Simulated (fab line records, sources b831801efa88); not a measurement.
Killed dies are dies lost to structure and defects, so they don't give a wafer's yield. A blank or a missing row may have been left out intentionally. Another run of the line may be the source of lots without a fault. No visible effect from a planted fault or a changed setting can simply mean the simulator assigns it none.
Chamber matching    flow gf180mcu    GF_MIM_CVD_05 on pecvd-01 has 3 sister chambers
The step deposits Si3N4, target thk 42 nm, time 29.086 s. 6 wafers are shown with their chamber, then 7 later ones without.

## EACH WAFER AND ITS CHAMBER
wafer   chamber  rf fwd power W (W)  heater power outer w (W)
L796.3  2        442.6               380
L796.5  2        441.7               373
L798.5  1        445.8               389
L798.6  0        440.4               362
L804.1  1        446.9               365
L804.3  0        441.0               322

## WAFERS WITHOUT THEIR CHAMBER
wafer   rf fwd power W (W)  heater power outer w (W)
L804.5  439.6               330
L812.1  446.3               414
L812.2  442.6               406
L812.3  439.8               323
L813.4  440.0               364
L813.5  441.8               419
L813.6  446.8               367

## EACH ONE'S CHAMBER
wafer   from the rows above      in truth
L804.5  0                        0
L812.1  1                        1
L812.2  2                        2
L812.3  0                        0
L813.4  can't be placed: 0 or 2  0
L813.5  2                        2
L813.6  1                        1
6 of 7 placed correctly. Unplaceable from these rows: 1, with the true chamber sitting among the candidates in 1. Wrongly placed: 0.
How it was worked out, from the rows above alone: a wafer's distance from a chamber is the root of the sum, over the readings, of the square of ((its reading less the chamber's mean) divided by the reading's scatter). The wafer belongs to the nearest chamber; if the next one is less than 2 further off, it can't be placed. For every chamber, the mean is computed from those of its wafers that are shown. The scatter: the root of (the sum of the squares of (reading less its chamber's mean) over the shown wafers, divided by (wafers less chambers)).
